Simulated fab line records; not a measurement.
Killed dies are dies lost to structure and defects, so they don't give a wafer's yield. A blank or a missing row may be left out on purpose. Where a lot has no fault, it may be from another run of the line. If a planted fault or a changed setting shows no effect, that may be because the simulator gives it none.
Which tool is to blame?	flow sky130	Sampling: 10 lots, 30 wafers, 5 of 708 route steps

## WHAT THE GAUGES READ, wafer by wafer
SKY_SD_N_RS_MEAS_16: the measuring method here is four-point-probe. Usual: SD_N_RS gives 68.42 ohm/sq (standard deviation 0.099).
lot	measured	on	SD_N_RS (ohm/sq)	flag
L647	day 28 15:39	film-metro-02	68.32 68.51 68.44	
L649	day 29 23:11	film-metro-01	68.44 68.60 68.39	
L651	day 30 04:18	film-metro-02	68.41 68.54 68.41	
L652	day 30 08:12	film-metro-01	68.51 68.50 68.55	
L653	day 31 09:58	film-metro-04	71.02 71.10 70.98	OFF
L654	day 31 15:30	film-metro-01	71.11 71.20 71.22	OFF
L662	day 33 10:46	film-metro-01	68.45 68.67 68.50	
L665	day 34 16:43	film-metro-02	68.47 68.58 68.55	
L666	day 34 19:13	film-metro-02	68.53 68.37 68.60	
L667	day 35 01:06	film-metro-04	68.38 68.41 68.44	

SKY_SD_N_RS_MEAS_17: the measuring method here is four-point-probe. Usual: SD_P_RS gives 146.7 ohm/sq (standard deviation 0.32).
lot	measured	on	SD_P_RS (ohm/sq)	flag
L647	day 28 15:46	film-metro-02	147.1 147.6 146.7	
L649	day 29 23:18	film-metro-01	146.8 147.0 146.9	
L651	day 30 04:25	film-metro-02	146.0 146.9 146.5	
L652	day 30 08:19	film-metro-01	146.6 146.6 147.0	
L653	day 31 10:05	film-metro-04	161.8 161.5 162.2	OFF
L654	day 31 15:37	film-metro-01	162.0 162.0 161.9	OFF
L662	day 33 10:53	film-metro-01	146.9 147.0 146.9	
L665	day 34 16:50	film-metro-02	146.4 146.9 146.8	
L666	day 34 19:20	film-metro-02	146.4 146.8 146.9	
L667	day 35 01:13	film-metro-04	146.8 147.1 146.8	

## WHAT TOOL EACH LOT RAN ON (gives the tool, then ch and the chambers of the sampled wafers, and finally the start)
lot	SKY_POLY_CUT_STRIP_12	SKY_SD_N_STRIP_11	SKY_SD_N_RTA_14
L647	plasma-asher-03 ch 0,1, day 25 03:12	plasma-asher-04 ch 0,1, day 28 15:16	rtp-anneal-02 ch 0, day 28 15:29
L649	plasma-asher-03 ch 0,1, day 26 10:27	plasma-asher-02 ch 0,1, day 29 22:47	rtp-anneal-01 ch 0, day 29 23:00
L651	plasma-asher-02 ch 0,1, day 26 15:18	plasma-asher-04 ch 0,1, day 30 03:55	rtp-anneal-02 ch 0, day 30 04:07
L652	plasma-asher-04 ch 0,1, day 26 20:27	plasma-asher-01 ch 0,1, day 30 07:49	rtp-anneal-01 ch 0, day 30 08:02
L653	plasma-asher-02 ch 0,1, day 27 21:01	plasma-asher-04 ch 0,1, day 31 09:35	rtp-anneal-02 ch 0, day 31 09:48
L654	plasma-asher-03 ch 0,1, day 28 05:13	plasma-asher-04 ch 0,1, day 31 15:07	rtp-anneal-02 ch 0, day 31 15:19
L662	plasma-asher-02 ch 0,1, day 30 02:27	plasma-asher-04 ch 0,1, day 33 10:22	rtp-anneal-01 ch 0, day 33 10:35
L665	plasma-asher-02 ch 0,1, day 31 08:04	plasma-asher-01 ch 0,1, day 34 16:20	rtp-anneal-02 ch 0, day 34 16:33
L666	plasma-asher-03 ch 0,1, day 31 10:40	plasma-asher-02 ch 0,1, day 34 18:50	rtp-anneal-01 ch 0, day 34 19:03
L667	plasma-asher-04 ch 0,1, day 31 16:36	plasma-asher-01 ch 0,1, day 35 00:41	rtp-anneal-02 ch 0, day 35 00:55
- SKY_POLY_CUT_STRIP_12: strips in O2/N2.
- SKY_SD_N_STRIP_11: strips in O2/N2.
- SKY_SD_N_RTA_14: time 2 s.

## AS READ BY THE TOOLS THEMSELVES (means over the sampled wafers that have a number; for cases with no such wafer, the mark the record gives instead)
SKY_POLY_CUT_STRIP_12. Usual: drypump-motor-current-A 5.7 A, standard deviation 0.48; oes-product-au 0.451 a.u., standard deviation 0.0046; strip-time-to-endpoint-s 5.355 s, standard deviation 0.016.
lot	tool	drypump-motor-current-A (A)	oes-product-au (a.u.)	strip-time-to-endpoint-s (s)	flag
L647	plasma-asher-03	5.9	0.453	5.334	
L649	plasma-asher-03	5.9	0.451	5.344	
L651	plasma-asher-02	6.1	0.453	5.344	
L652	plasma-asher-04	5.2	0.449	5.359	
L653	plasma-asher-02	6.1	0.453	5.364	
L654	plasma-asher-03	6.0	0.449	5.363	
L662	plasma-asher-02	5.7	0.452	5.360	
L665	plasma-asher-02	5.6	0.451	5.364	
L666	plasma-asher-03	6.0	0.452	5.368	
L667	plasma-asher-04	5.4	0.454	5.380	

SKY_SD_N_STRIP_11. Usual: drypump-motor-current-A 5.5 A, standard deviation 0.42; oes-product-au 0.527 a.u., standard deviation 0.0047; strip-time-to-endpoint-s 22.55 s, standard deviation 0.048.
lot	tool	drypump-motor-current-A (A)	oes-product-au (a.u.)	strip-time-to-endpoint-s (s)	flag
L647	plasma-asher-04	5.4	0.522	22.53	
L649	plasma-asher-02	6.1	0.529	22.52	
L651	plasma-asher-04	5.4	0.524	22.53	
L652	plasma-asher-01	5.5	0.529	22.51	
L653	plasma-asher-04	5.4	0.529	22.50	
L654	plasma-asher-04	5.2	0.522	22.62	
L662	plasma-asher-04	5.2	0.525	22.53	
L665	plasma-asher-01	5.6	0.528	22.47	
L666	plasma-asher-02	6.1	0.527	22.54	
L667	plasma-asher-01	5.5	0.531	22.59	

SKY_SD_N_RTA_14. Usual: chamber-o2-ppm 1.996, standard deviation 0.021; lamp-power-pct 15.73 %, standard deviation 0.051; wafer_temp_C_max 1078.0, standard deviation 1.1.
lot	tool	chamber-o2-ppm	lamp-power-pct (%)	wafer_temp_C_max	flag
L647	rtp-anneal-02	2.008	15.70	1078.6	
L649	rtp-anneal-01	2.004	15.73	1078.1	
L651	rtp-anneal-02	2.010	15.71	1077.9	
L652	rtp-anneal-01	2.001	15.78	1077.7	
L653	rtp-anneal-02	1.996	15.73	1077.1	
L654	rtp-anneal-02	2.005	15.74	1077.5	
L662	rtp-anneal-01	1.982	15.70	1078.8	
L665	rtp-anneal-02	2.007	15.67	1079.6	
L666	rtp-anneal-01	2.001	15.69	1078.2	
L667	rtp-anneal-02	2.030	15.72	1077.4	

## THE ANSWER, worked out from the rows above alone
Rule: a lot counts as off when the mean over its wafers that have a number is more than 3 standard deviations away from the usual mean. Also off: a lot with no number at a reading for which 4 or more lots have one. Where the step has rows for the other lots, those lots are counted as sound. After the gauges, taken in route order, come the tools' own readings; for these a lot's mean is taken, as printed above. The first step at which some lot is off is used, and at that step the reading that is off furthest; a lot without a number counts as furthest.
Off: at SKY_SD_N_RS_MEAS_16 (SD_N_RS), L653, L654.
If a tool, at a process step before that reading, ran all the lots that are off and no sound lot after the first of them, it fits. Those tools and the gauges at SKY_SD_N_RS_MEAS_16 are tried in the same way. No candidate that was tried fits.

## WHAT HAD BEEN PUT IN BY THE SIMULATOR
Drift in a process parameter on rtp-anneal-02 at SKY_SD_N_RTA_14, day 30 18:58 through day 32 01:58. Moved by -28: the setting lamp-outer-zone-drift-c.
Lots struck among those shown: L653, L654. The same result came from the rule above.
